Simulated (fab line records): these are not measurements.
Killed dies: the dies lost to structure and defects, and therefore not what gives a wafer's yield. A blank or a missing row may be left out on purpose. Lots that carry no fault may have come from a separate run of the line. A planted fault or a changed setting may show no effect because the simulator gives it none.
A sampling plan put to the test + flow gf180mcu + one line in one fab, 16 faults in these records, each fault weighed on the records of the lots it struck
The line's own looks make up the plan; these are the steps of the route where a gauge or inspection reads the wafer and leaves it unchanged. Where struck wafers have a number at a look and the file lists that look's usual mean and standard deviation on fault-free wafers, the look can be judged. Caught: the struck wafers' mean, at a look after the fault's first step, is 4 or more of those standard deviations (sigma) away from the usual mean. On the tool: here the same test is run on the tool's own readings at the fault's steps. Also counted as caught: the struck wafers showing another recipe, or a record that is empty for them alone.

## THE FAULTS, as the simulator had put them in
1. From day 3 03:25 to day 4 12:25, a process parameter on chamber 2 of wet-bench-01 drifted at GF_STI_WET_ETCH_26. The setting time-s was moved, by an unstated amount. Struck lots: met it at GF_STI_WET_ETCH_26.
2. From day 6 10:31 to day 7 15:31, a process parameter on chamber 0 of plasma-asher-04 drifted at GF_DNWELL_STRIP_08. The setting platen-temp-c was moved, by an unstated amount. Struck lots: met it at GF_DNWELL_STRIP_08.
3. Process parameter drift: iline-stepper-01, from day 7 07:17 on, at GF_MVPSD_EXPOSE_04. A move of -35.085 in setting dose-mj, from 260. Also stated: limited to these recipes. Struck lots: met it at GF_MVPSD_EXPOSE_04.
4. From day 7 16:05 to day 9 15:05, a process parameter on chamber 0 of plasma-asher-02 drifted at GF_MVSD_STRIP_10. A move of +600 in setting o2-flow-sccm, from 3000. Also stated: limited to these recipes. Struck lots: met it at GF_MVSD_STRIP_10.
5. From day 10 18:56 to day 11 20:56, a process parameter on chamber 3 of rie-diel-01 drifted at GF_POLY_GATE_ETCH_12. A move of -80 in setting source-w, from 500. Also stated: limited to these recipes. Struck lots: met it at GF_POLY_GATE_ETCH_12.
6. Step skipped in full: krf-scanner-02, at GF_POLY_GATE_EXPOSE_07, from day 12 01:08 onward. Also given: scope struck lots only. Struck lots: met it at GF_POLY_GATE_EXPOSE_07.
7. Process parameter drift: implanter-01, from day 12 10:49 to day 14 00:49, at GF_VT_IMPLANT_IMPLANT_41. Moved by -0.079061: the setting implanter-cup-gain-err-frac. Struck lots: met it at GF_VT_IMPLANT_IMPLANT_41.
8. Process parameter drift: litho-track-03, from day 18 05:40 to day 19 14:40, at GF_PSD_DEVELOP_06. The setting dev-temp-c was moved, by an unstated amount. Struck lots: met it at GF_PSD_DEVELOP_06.
9. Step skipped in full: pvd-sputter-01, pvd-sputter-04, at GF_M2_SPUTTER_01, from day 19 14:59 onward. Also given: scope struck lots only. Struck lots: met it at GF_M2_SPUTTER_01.
10. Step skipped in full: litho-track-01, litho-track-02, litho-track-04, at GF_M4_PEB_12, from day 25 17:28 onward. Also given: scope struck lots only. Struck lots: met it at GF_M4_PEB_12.
11. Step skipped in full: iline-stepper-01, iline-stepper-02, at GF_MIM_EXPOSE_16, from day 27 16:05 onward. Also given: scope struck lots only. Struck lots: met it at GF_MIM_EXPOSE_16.
12. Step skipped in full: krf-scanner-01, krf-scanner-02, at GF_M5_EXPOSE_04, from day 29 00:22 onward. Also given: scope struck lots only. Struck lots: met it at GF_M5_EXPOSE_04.
13. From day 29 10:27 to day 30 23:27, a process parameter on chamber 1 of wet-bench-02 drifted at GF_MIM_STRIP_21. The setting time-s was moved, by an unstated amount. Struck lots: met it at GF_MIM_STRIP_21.
14. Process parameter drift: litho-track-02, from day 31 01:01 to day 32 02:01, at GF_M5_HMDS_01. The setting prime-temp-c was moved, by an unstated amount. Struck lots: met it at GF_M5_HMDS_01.
15. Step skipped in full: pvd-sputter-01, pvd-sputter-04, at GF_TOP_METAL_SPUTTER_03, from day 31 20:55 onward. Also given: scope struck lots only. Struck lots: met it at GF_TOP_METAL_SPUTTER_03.
16. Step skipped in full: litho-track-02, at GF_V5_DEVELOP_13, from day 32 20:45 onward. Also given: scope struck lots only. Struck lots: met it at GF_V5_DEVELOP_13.

## WHAT THE PLAN SAW
| fault | on the tool itself                               | first look that catches it                      | reading, sigma | median hours from its first step to that look | hours from the fault's start to the first struck lot there | judged looks passed uncaught |
|-------|--------------------------------------------------|-------------------------------------------------|----------------|-----------------------------------------------|------------------------------------------------------------|------------------------------|
| 1     | run-length-s -27 sigma                           | none of the 2 looks that can be judged after it | -              | -                                             | -                                                          | 2                            |
| 2     | platen-temp-c +58 sigma                          | no look after it can be judged                  | -              | -                                             | -                                                          | 0                            |
| 3     | exposure-dose-mJ-cm2 -99 or beyond sigma         | not the one look that can be judged after it    | -              | -                                             | -                                                          | 1                            |
| 4     | o2-flow-sccm +63 sigma                           | no look after it can be judged                  | -              | -                                             | -                                                          | 0                            |
| 5     | rf-fwd-power-W -41 sigma                         | no look after it can be judged                  | -              | -                                             | -                                                          | 0                            |
| 6     | no reading that can be judged                    | no look after it can be judged                  | -              | -                                             | -                                                          | 0                            |
| 7     | beam-on-s +4.6 sigma                             | none of the 3 looks that can be judged after it | -              | -                                             | -                                                          | 3                            |
| 8     | developer-temp-C +9.5 sigma                      | no look after it can be judged                  | -              | -                                             | -                                                          | 0                            |
| 9     | the tool's record is blank for the struck wafers | no look after it can be judged                  | -              | -                                             | -                                                          | 0                            |
| 10    | the tool's record is blank for the struck wafers | no look after it can be judged                  | -              | -                                             | -                                                          | 0                            |
| 11    | no reading that can be judged                    | no look after it can be judged                  | -              | -                                             | -                                                          | 0                            |
| 12    | no reading that can be judged                    | no look after it can be judged                  | -              | -                                             | -                                                          | 0                            |
| 13    | run-length-s -46 sigma                           | no look after it can be judged                  | -              | -                                             | -                                                          | 0                            |
| 14    | prime-temp-c +43 sigma                           | no look after it can be judged                  | -              | -                                             | -                                                          | 0                            |
| 15    | the tool's record is blank for the struck wafers | no look after it can be judged                  | -              | -                                             | -                                                          | 0                            |
| 16    | the tool's record is blank for the struck wafers | no look after it can be judged                  | -              | -                                             | -                                                          | 0                            |
A dash: the fault is not caught, or the number is missing from these records.

Caught at a look: 0 of 16. Caught on the tool: 13 of 16. By one or the other: 13 of 16.
Faults caught by the tool alone: 1, 2, 3, 4, 5, 7, 8, 9, 10, 13, 14, 15, 16.
Caught by neither: faults 6, 11, 12.
